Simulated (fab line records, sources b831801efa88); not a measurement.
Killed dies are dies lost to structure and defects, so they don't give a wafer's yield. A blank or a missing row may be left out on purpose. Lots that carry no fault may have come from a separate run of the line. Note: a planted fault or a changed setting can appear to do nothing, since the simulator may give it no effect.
Matching of chambers	flow sky130	4 sister chambers for SKY_METAL3_ETCH_17 on rie_diel-04
The step etches SiO2 in C4F8/O2/Ar, stops on TiN, time 3.9 s, target depth 15 nm. 20 wafers are shown with their chamber, then 10 later ones without.

WAFERS PAIRED WITH THEIR CHAMBERS
wafer	chamber	oes_product_au (a.u.)
L076.2	3	0.770
L076.3	0	0.759
L076.5	0	0.762
L077.1	1	0.756
L077.2	3	0.754
L077.5	1	0.760
L080.1	0	0.747
L080.2	1	0.762
L080.3	2	0.749
L081.2	0	0.754
L081.3	2	0.769
L081.4	1	0.768
L083.1	0	0.746
L083.4	3	0.757
L083.6	2	0.761
L086.1	0	0.752
L086.2	0	0.758
L086.6	0	0.753
L090.1	0	0.755
L090.2	1	0.755

SIGNATURES (means of the wafers above)
reading	chamber 0	chamber 1	chamber 2	chamber 3	scatter within a chamber
oes_product_au	0.75400	0.76020	0.75967	0.76033	0.00652
Rule: a wafer's distance from a chamber is the root of the sum, over the readings, of the square of ((its reading less the chamber's mean) divided by the reading's scatter). If the next closest chamber is less than 2 further off than the closest, the wafer can't be placed; otherwise it belongs to the closest. The scatter is the square root of a quotient: the sum, over the shown wafers, of each reading's squared deviation from its chamber's mean, divided by wafers minus chambers.

WAFERS WITH NO CHAMBER GIVEN
wafer	oes_product_au (a.u.)
L090.6	0.755
L091.1	0.750
L091.4	0.754
L091.5	0.759
L093.1	0.755
L093.4	0.760
L093.6	0.752
L095.1	0.753
L095.3	0.761
L095.6	0.765

CHAMBER TAKEN BY EACH
wafer	from the rows above	in truth
L090.6	can't be placed: 0 or 2 or 1 or 3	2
L091.1	can't be placed: 0 or 2 or 1 or 3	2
L091.4	can't be placed: 0 or 2 or 1 or 3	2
L091.5	can't be placed: 2 or 1 or 3 or 0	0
L093.1	can't be placed: 0 or 2 or 1 or 3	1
L093.4	can't be placed: 1 or 2 or 3 or 0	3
L093.6	can't be placed: 0 or 2 or 1 or 3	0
L095.1	can't be placed: 0 or 2 or 1 or 3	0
L095.3	can't be placed: 3 or 1 or 2 or 0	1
L095.6	can't be placed: 3 or 1 or 2 or 0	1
Correct placement for 0 of the 10. Unplaceable from these rows: 10, with the true chamber sitting among the candidates in 10. Placed wrongly: 0.
